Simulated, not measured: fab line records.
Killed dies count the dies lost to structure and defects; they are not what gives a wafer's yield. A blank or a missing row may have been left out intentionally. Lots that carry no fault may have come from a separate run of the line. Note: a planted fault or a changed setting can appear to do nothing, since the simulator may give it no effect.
The tool behind it: which one? + flow gf180mcu + 13 lots with 38 wafers sampled at 2 steps, on a route of 602 steps

WHAT EACH GAUGE READ, for each wafer
GF_VT_IMPLANT_RS_MEAS_48: measurement is done with a four-point probe. Usual: LVPWELL_RS 1196.6 ohm/sq, standard deviation 3.
| lot  | measured     | on           | LVPWELL_RS (ohm/sq)  | flag |
|------|--------------|--------------|----------------------|------|
| L946 | day 7 15:40  | filmMetro-03 | 1197.0 1194.7 1196.9 |      |
| L948 | day 8 01:53  | filmMetro-03 | 1193.2 1193.5 1192.8 |      |
| L949 | day 8 11:11  | filmMetro-04 | 1198.3 1199.3 1199.2 |      |
| L950 | day 8 21:06  | filmMetro-03 | 1198.0 1200.9 1199.7 |      |
| L951 | day 9 01:53  | filmMetro-02 | 1195.5 1197.9 1190.8 |      |
| L952 | day 9 08:58  | filmMetro-02 | 1194.8 1199.7 1196.8 |      |
| L953 | day 9 15:29  | filmMetro-03 | 1201.1 1199.7 1196.0 |      |
| L954 | day 9 22:24  | filmMetro-04 | 1198.0 1200.3 1196.5 |      |
| L955 | day 10 06:06 | filmMetro-03 | 1197.8 1197.6 1198.0 |      |
| L956 | day 10 10:56 | filmMetro-03 | 1193.6 1193.5 1188.2 |      |
| L957 | day 10 17:36 | filmMetro-02 | 1197.1 1198.1 1195.3 |      |
| L962 | day 12 02:25 | filmMetro-04 | 1210.9 1197.1        |      |
| L967 | day 13 13:57 | filmMetro-02 | 1195.7 1191.9 1191.1 |      |

WHAT TOOL EACH LOT RAN ON (gives the tool, then ch and the chambers of the sampled wafers, and finally the start)
| lot  | GF_LVPWELL_IMPLANT_08          |
|------|--------------------------------|
| L946 | implanter-03 ch 0, day 3 22:20 |
| L948 | implanter-03 ch 0, day 4 07:35 |
| L949 | implanter-03 ch 0, day 4 14:35 |
| L950 | implanter-04 ch 0, day 4 23:43 |
| L951 | implanter-03 ch 0, day 5 03:46 |
| L952 | implanter-04 ch 0, day 5 09:14 |
| L953 | implanter-04 ch 0, day 5 13:41 |
| L954 | implanter-03 ch 0, day 5 20:02 |
| L955 | implanter-03 ch 0, day 6 02:07 |
| L956 | implanter-01 ch 0, day 6 06:34 |
| L957 | implanter-04 ch 0, day 6 12:11 |
| L962 | implanter-03 ch 0, day 7 15:19 |
| L967 | implanter-01 ch 0, day 8 22:46 |
- GF_LVPWELL_IMPLANT_08

AS READ BY THE TOOLS THEMSELVES (means over the sampled wafers that have a number; for cases with no such wafer, the mark the record gives instead)
The record holds no such reading with a usual standard deviation.

THE ANSWER, worked out from the rows above alone
Rule: a lot is off if the mean of its wafers that have a number lies more than 3 standard deviations from the usual mean. Also off: a lot with no number at a reading for which 4 or more lots have one. The other lots that the step has rows for count as sound. Order of review: gauges by route order, followed by the tools' own readings, for which a lot's mean as printed above is used. The first step at which some lot is off is used, and at that step the reading that is off furthest; a lot without a number counts as furthest.
None of the lots is off at any reading shown; this tells nothing.

WHAT HAD BEEN PUT IN BY THE SIMULATOR
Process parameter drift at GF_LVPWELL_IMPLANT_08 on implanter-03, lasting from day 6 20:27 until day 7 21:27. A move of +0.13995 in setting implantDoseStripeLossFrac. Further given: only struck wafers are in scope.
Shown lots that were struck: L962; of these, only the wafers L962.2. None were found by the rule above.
